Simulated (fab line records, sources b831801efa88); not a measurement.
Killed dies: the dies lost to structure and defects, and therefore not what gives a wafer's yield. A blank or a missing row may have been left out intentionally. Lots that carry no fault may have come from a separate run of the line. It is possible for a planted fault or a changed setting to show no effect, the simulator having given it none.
fab line records | flow sky130
record lots=7 | wafers=21 | lastDay=50
route steps=708 shown LDD_N@248 LDD_P@255
lots with no fault: from the same line, run without faults
startH: hours from the record's opening day to when the first of the lot's shown wafers began | waitH: how many hours have passed since the lot's step before this one | " as in the row above | L1.1+2: a single row standing in for several wafers | - no value, or no start was given | * or withheld: withheld | < > ~ a bound
route shown NAME@n: names a module that has steps shown in the file, with the first one's number in the route | usual: mean/standard deviation taken from wafers without a fault | same: alike in all rows | chamber/n: place in a boat | sites: the reading at each site | _std_site: the values' standard deviation | _edge_site: mean of outer sites minus mean of inner sites | radiusMm: how far each site lies from the wafer's centre | mask NAME#n: copy n | behind: the tool/chamber that last shaped the wafer | hold: why the lot was held/for how many hours/how that ended | device: which transistor (n, p or np) failed to switch | end of line: tests of these same wafers at the route's end | a step without rows: its recipe alone | killed: dies lost to structure and defects at the first sort, not the wafer's yield | map: a wafer's dies, marking killed ones x, the rest . and places with no die _
set.NAME: the run value of the setting; set.NAME@STEP: its run value at that earlier step | model.NAME: the simulator's own value behind a step, which no gauge read
lots at selected steps of the route; one table per step, one row per wafer
services: a tool's chamber out of use, with start hour (startH, from the record's first day; less than 0 if before it), hours out, and reason
## steps
# step SKY_LDD_N_IMPLANT_11
# recipe species=As | energyKev=20 | doseCm2=7.5e+13 | tiltDeg=withheld | rotationDeg=293
# step SKY_LDD_N_IMPLANT_12
# recipe species=BF2 | energyKev=50 | doseCm2=5e+12 | tiltDeg=30 | rotationDeg=0
# step SKY_LDD_N_IMPLANT_13
# recipe species=BF2 | energyKev=50 | doseCm2=5e+12 | tiltDeg=30 | rotationDeg=90
# step SKY_LDD_N_IMPLANT_14
# recipe species=BF2 | energyKev=50 | doseCm2=5e+12 | tiltDeg=30 | rotationDeg=180
# step SKY_LDD_N_IMPLANT_15
# recipe species=BF2 | energyKev=50 | doseCm2=5e+12 | tiltDeg=30 | rotationDeg=270
# step SKY_LDD_N_STRIP_16
# recipe chemistry=O2/N2 | powerW=1400 | pressureMtorr=1500 | platenTempC=withheld | o2FlowSccm=3000 | n2FlowSccm=300 | overashFraction=0.5
# usual drypumpMotorCurrentA=5.4/0.32 | oesProductAu=0.407/0.0042 | stripTimeToEndpointS=4.338/0.013
lot.wafer | tool           | chamber | startH | waitH | drypumpMotorCurrentA | oesProductAu | rfHoursCounterH | stripTimeToEndpointS
L575.3    | plasmaAsher-04 | 1       | 429.14 | 0.1   | 5.7                  | 0.400        | -               | 4.333
L575.5    | "              | 0       | "      | "     | 5.0                  | 0.403        | -               | 4.320
L575.6    | "              | 1       | "      | "     | 5.7                  | 0.410        | -               | 4.340
L581.1    | plasmaAsher-04 | 1       | 482.79 | 0.1   | 5.6                  | 0.410        | 63              | 4.323
L581.4    | "              | 0       | "      | "     | 5.0                  | 0.404        | -               | 4.326
L581.5    | "              | 1       | "      | "     | 5.7                  | 0.413        | -               | 4.308
L582.2    | plasmaAsher-03 | 1       | 489.45 | 0.1   | 5.1                  | 0.411        | 6               | 4.333
L582.3    | "              | 1       | "      | "     | 5.1                  | 0.410        | -               | 4.341
L582.6    | "              | 0       | "      | "     | 5.6                  | 0.404        | -               | 4.328
L583.2    | plasmaAsher-04 | 0       | 500.19 | 0.1   | 5.0                  | 0.404        | 64              | 4.330
L583.3    | "              | 1       | "      | "     | 5.7                  | 0.403        | -               | 4.348
L583.5    | "              | 1       | "      | "     | 5.7                  | 0.407        | -               | 4.341
L591.3    | plasmaAsher-03 | 1       | 563.49 | 0.1   | 5.1                  | 0.404        | -               | 4.333
L591.5    | "              | 1       | "      | "     | 5.2                  | 0.402        | -               | 4.327
L591.6    | "              | 0       | "      | "     | 5.6                  | 0.415        | -               | 4.326
L592.1    | plasmaAsher-04 | 1       | 569.60 | 0.1   | 5.7                  | 0.401        | 71              | 4.323
L592.4    | "              | 1       | "      | "     | 5.7                  | 0.411        | -               | 4.343
L592.6    | "              | 1       | "      | "     | 5.7                  | 0.404        | -               | 4.327
L596.1    | plasmaAsher-02 | 1       | 603.20 | 0.1   | 6.0                  | 0.413        | 93              | 4.359
L596.2    | "              | 0       | "      | "     | 5.4                  | 0.404        | 93              | 4.325
L596.6    | "              | 0       | "      | "     | 5.4                  | 0.418        | -               | 4.354
# step SKY_LDD_N_TW_MEAS_17
# usual LDD_N_TW=2608/14
lot.wafer | tool         | chamber | startH | waitH | LDD_N_TW
L575.3    | filmMetro-03 | -       | 429.22 | 0.1   | 2630
L575.5    | "            | -       | "      | "     | 2619
L575.6    | "            | -       | "      | "     | 2635
L581.1    | filmMetro-04 | -       | 482.89 | 0.1   | 2588
L581.4    | "            | -       | "      | "     | 2604
L581.5    | "            | -       | "      | "     | 2593
L582.2    | filmMetro-01 | -       | 489.56 | 0.1   | 2608
L582.3    | "            | -       | "      | "     | 2617
L582.6    | "            | -       | "      | "     | 2619
L583.2    | filmMetro-04 | -       | 500.30 | 0.1   | 2607
L583.3    | "            | -       | "      | "     | 2605
L583.5    | "            | -       | "      | "     | 2610
L591.3    | filmMetro-01 | -       | 563.57 | 0.1   | 2601
L591.5    | "            | -       | "      | "     | 2610
L591.6    | "            | -       | "      | "     | 2607
L592.1    | filmMetro-01 | -       | 569.70 | 0.1   | 2598
L592.4    | "            | -       | "      | "     | 2607
L592.6    | "            | -       | "      | "     | 2615
L596.1    | filmMetro-04 | -       | 603.30 | 0.1   | 2615
L596.2    | "            | -       | "      | "     | 2597
L596.6    | "            | -       | "      | "     | 2588
# step SKY_LDD_P_DEHYDRATE_00
# recipe tempC=200 | timeS=60
# step SKY_LDD_P_HMDS_01
# recipe primeTimeS=60 | primeTempC=120
# step SKY_LDD_P_COAT_02
# recipe resist=NOVOLAK | spinRpm=3000 | resistThkNm=1140
# step SKY_LDD_P_SOFTBAKE_03
# recipe tempC=90 | timeS=60 | resist=NOVOLAK
# step SKY_LDD_P_EXPOSE_04
# recipe maskId=PSDM | na=0.6 | sourceShape=conventional | sigmaOuter=0.6 | polarization=unpolarized | targetCdNm=380 | doseMj=138
# step SKY_LDD_P_PEB_05
# recipe tempC=withheld | timeS=* | resist=NOVOLAK
# usual chillPlateTempC=* | exhaustPa=45.1/0.9 | timeS=*
lot.wafer | tool          | chamber | startH | waitH | chillPlateTempC | exhaustPa | timeS
L575.3    | lithoTrack-02 | 0       | 459.82 | -     | *               | 44.0      | *
L575.5    | "             | 0       | "      | "     | *               | 44.1      | *
L575.6    | "             | 0       | "      | "     | *               | 44.0      | *
L581.1    | lithoTrack-02 | -       | 513.97 | -     | -               | -         | -
L581.4    | "             | -       | "      | "     | -               | -         | -
L581.5    | "             | -       | "      | "     | -               | -         | -
L582.2    | lithoTrack-01 | -       | 519.84 | -     | -               | -         | -
L582.3    | "             | -       | "      | "     | -               | -         | -
L582.6    | "             | -       | "      | "     | -               | -         | -
L583.2    | lithoTrack-02 | -       | 531.04 | -     | -               | -         | -
L583.3    | "             | -       | "      | "     | -               | -         | -
L583.5    | "             | -       | "      | "     | -               | -         | -
L591.3    | lithoTrack-02 | 0       | 593.32 | -     | *               | 45.1      | *
L591.5    | "             | 0       | "      | "     | *               | 45.3      | *
L591.6    | "             | 0       | "      | "     | *               | 43.7      | *
L592.1    | lithoTrack-02 | 0       | 598.27 | -     | *               | 43.9      | *
L592.4    | "             | 0       | "      | "     | *               | 44.3      | *
L592.6    | "             | 0       | "      | "     | *               | 45.7      | *
L596.1    | lithoTrack-04 | 0       | 632.41 | -     | *               | 46.3      | *
L596.2    | "             | 0       | "      | "     | *               | 44.1      | *
L596.6    | "             | 0       | "      | "     | *               | 45.1      | *
# step SKY_LDD_P_DEVELOP_06
# recipe resist=NOVOLAK | developer=TMAH | developTimeS=60 | devTempC=23
## services
tool           | chamber | startH | hours | kind
plasmaAsher-03 | -       | 421.25 | 9.0   | pm
plasmaAsher-03 | 0       | 421.25 | 9.0   | ventCycle
plasmaAsher-03 | 1       | 421.25 | 9.0   | ventCycle
plasmaAsher-02 | -       | 423.92 | 1.6   | repair
plasmaAsher-03 | 0       | 430.25 | -     | clean
plasmaAsher-03 | 1       | 430.25 | -     | clean
plasmaAsher-03 | -       | 438.06 | 2.0   | repair
plasmaAsher-02 | -       | 514.04 | 2.8   | pm
plasmaAsher-02 | -       | 620.27 | 6.6   | repair
plasmaAsher-02 | -       | 621.19 | 0.5   | repair
## key
firstSign step=SKY_LDD_P_PEB_05 | reading=toolRecord | direction=missing
effect none on later readings
metAt SKY_LDD_P_PEB_05
struckWafers L581.1,L581.4,L581.5,L582.2,L582.3,L582.6,L583.2,L583.3,L583.5
sortLeftOut L581.1,L581.4,L581.5,L582.2,L582.3,L582.6,L583.2,L583.3,L583.5
testerLeftOut L581,L582,L583
onsetBetween 459.82 513.97
fault kind=skippedStepWhole | tool=lithoTrack-01,lithoTrack-02 | chamber=- | onsetH=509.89 | steps=SKY_LDD_P_PEB_05 | scope=struckLotsOnly
# testerLeftOut: of these lots the tester's yield and bins aren't shown, on N5 and GAA mostly nor the transistor test; their killed dies are dies lost to structure and defects alone, not to doping, threshold or leakage, so they don't give the yield
# sortLeftOut: the simulated sort isn't trusted on such a fault, so these wafers' sort isn't shown, and their yield isn't known
